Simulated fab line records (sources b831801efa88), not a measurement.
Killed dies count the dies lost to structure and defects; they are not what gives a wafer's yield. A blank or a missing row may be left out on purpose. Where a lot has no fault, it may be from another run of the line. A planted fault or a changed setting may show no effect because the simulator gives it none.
2 desks looking at one fault + flow sky130 + only its own numbers are on each desk; what lay behind them is given at the end

FROM THE METROLOGY DESK
Means of the sampled wafers that have a number, per lot and without regard to the tool the lot ran on: this is what the gauges read. If a lot's mean is further than 4 standard deviations from the usual mean, the lot is out of limits and carries the mark OUT (the distance appears in the brackets).
Columns: A = LDD_HVP_OVL at SKY_LDD_HVP_OVL_MEAS_07, usual -0.2 nm; B = POLY_CUT_OVL at SKY_POLY_CUT_OVL_MEAS_09, usual 0 nm; C = cd nm at SKY_SD_N_CD_MEAS_07, usual 380.5 nm; D = LI_CONTACT_OVL at SKY_LI_CONTACT_OVL_MEAS_13, usual -1 nm
| lot  | first seen here | A    | B  | C                | D  |
|------|-----------------|------|----|------------------|----|
| L223 | day 22 09:24    | -1.1 | 3  | 381.1            | 8  |
| L224 | day 22 17:23    | -1.4 | 1  | 380.0            | -8 |
| L226 | day 23 12:54    | -1.5 | -6 | 383.0            | -6 |
| L225 | day 23 13:47    | 1.7  | -2 | 384.0            | -0 |
| L228 | day 24 00:27    | 0.3  | 7  | 378.0            | -2 |
| L227 | day 24 01:21    | 0.5  | -6 | 379.8            | -3 |
| L229 | day 24 11:42    | 1.6  | -3 | 382.7            | -8 |
| L230 | day 24 14:02    | -0.6 | 3  | 380.7            | -4 |
| L231 | day 25 01:19    | 0.0  | -5 | 380.6            | 0  |
| L232 | day 25 08:16    | 0.2  | 0  | 379.8            | 5  |
| L235 | day 26 00:39    | 0.8  | 4  | 383.4            | -2 |
| L234 | day 26 03:46    | -0.3 | 3  | 383.7            | 6  |
| L238 | day 27 00:57    | 0.5  | 4  | 360.6 (-8.0) OUT | 6  |
This desk's verdict: out of limits on L238, starting with L238 at day 32 21:11 (cd nm at SKY_SD_N_CD_MEAS_07). L223, L224, L226, L225, L228, L227, L229, L230, L231, L232, L235, L234: within limits.

FOR THE TOOL OWNER'S DESK: iline stepper-02
The tool's own readings at SKY_SD_N_EXPOSE_04 (exposes mask NSDM, target cd 380 nm): means of the sampled wafers that have a number, for each lot that ran on this tool. If a lot's mean is further than 4 standard deviations from the usual mean, the lot is out of limits and carries the mark OUT (the distance appears in the brackets).
Columns: A = exposure dose mJ cm2 at SKY_SD_N_EXPOSE_04, usual 141.1
| lot  | first seen here | A                |
|------|-----------------|------------------|
| L223 | day 28 00:37    | 141.0            |
| L225 | day 29 03:31    | 141.1            |
| L228 | day 29 13:03    | 140.9            |
| L227 | day 29 15:00    | 140.8            |
| L229 | day 29 22:49    | 140.8            |
| L230 | day 30 00:40    | 140.8            |
| L235 | day 31 12:12    | 141.0            |
| L234 | day 31 12:55    | 140.8            |
| L238 | day 32 09:10    | 142.6 (+4.2) OUT |
This desk's verdict: out of limits on L238, starting with L238 at day 32 09:10 (exposure dose mJ cm2 at SKY_SD_N_EXPOSE_04). L223, L225, L228, L227, L229, L230, L235, L234: within limits.

TAKEN TOGETHER
An alarm could have come from the tool owner's desk at day 32 09:10, on L238.
The metrology desk could have raised an alarm at day 32 21:11, on L238.
On iline stepper-02, each named lot ran SKY_SD_N_EXPOSE_04.

WHAT THE SIMULATOR HAD PUT IN
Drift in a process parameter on iline stepper-02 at SKY_SD_N_EXPOSE_04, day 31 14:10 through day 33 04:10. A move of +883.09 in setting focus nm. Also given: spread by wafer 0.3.
Lots struck among those shown: L238.
Time in hours from fault onset to the first out-of-limits reading at each desk: tool owner's desk 19, metrology desk 31.
